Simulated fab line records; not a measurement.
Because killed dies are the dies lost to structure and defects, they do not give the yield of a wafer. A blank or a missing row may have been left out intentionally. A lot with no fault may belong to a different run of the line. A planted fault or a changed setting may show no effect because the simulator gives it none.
What tool caused it? + flow sky130 + 7 lots with 21 wafers sampled at 2 steps, on a route of 708 steps

== WHAT THE GAUGES READ, wafer by wafer ==
SKY_LI_CONTACT_RS_MEAS_22: measures by four-point-probe.
| lot  | measured     | on            | LI_CONTACT_W_RS (ohm/sq) |
|------|--------------|---------------|--------------------------|
| L945 | day 30 03:35 | film_metro-03 | 0.2835 0.2867 0.2824     |
| L948 | day 31 03:41 | film_metro-01 | 0.2843 0.2833 0.2862     |
| L952 | day 32 10:25 | film_metro-02 | 0.2833 0.2861 0.2826     |
| L957 | day 34 01:53 | film_metro-01 | 0.2828 0.2825 0.2817     |
| L962 | day 35 13:01 | film_metro-01 | 25.507 25.376 25.377     |
| L964 | day 36 19:23 | film_metro-01 | 0.2857 0.2868 0.2855     |
| L967 | day 37 06:14 | film_metro-02 | 0.2857 0.2863 0.2852     |

== WHICH TOOL RAN EACH LOT (tool, then ch and the chambers of the sampled wafers, then the start) ==
| lot  | SKY_LI_CONTACT_CVD_21         |
|------|-------------------------------|
| L945 | cvd_w-02 ch 0,1, day 30 03:27 |
| L948 | cvd_w-01 ch 0,1, day 31 03:32 |
| L952 | cvd_w-01 ch 0,1, day 32 10:18 |
| L957 | cvd_w-01 ch 0,1, day 34 01:44 |
| L962 | cvd_w-01 ch 0,1, day 35 12:53 |
| L964 | cvd_w-02 ch 0,1, day 36 19:15 |
| L967 | cvd_w-01 ch 0, day 37 06:05   |
- SKY_LI_CONTACT_CVD_21: deposits W, target thk 400 nm, time 120.56 s.

== THE ANSWER, worked out from the rows above alone ==
Rule: the lots themselves supply what counts as usual. The widest of any qualifying gaps counts: lots, ordered by their means at a reading, are off when they make up no more than a third of the lots, leave a main group of 4 or more, and stand apart from it by 3 or more times the standard deviation of that group's means. A main group is skipped when, at the precision printed for the reading in the tables above, its means are all equal. A lot without any number at a reading at which 4 lots or more have one is off too. All remaining lots with rows at the step are treated as sound.
Off: L962, at SKY_LI_CONTACT_RS_MEAS_22 (LI_CONTACT_W_RS). Main group: mean 0.2845 ohm/sq, sd 0.0012.
If a tool, at a process step before that reading, ran all the lots that are off and no sound lot after the first of them, it fits. The gauges at SKY_LI_CONTACT_RS_MEAS_22 are tried like those tools. No candidate that was tried fits.

== WHAT THE SIMULATOR HAD INSERTED ==
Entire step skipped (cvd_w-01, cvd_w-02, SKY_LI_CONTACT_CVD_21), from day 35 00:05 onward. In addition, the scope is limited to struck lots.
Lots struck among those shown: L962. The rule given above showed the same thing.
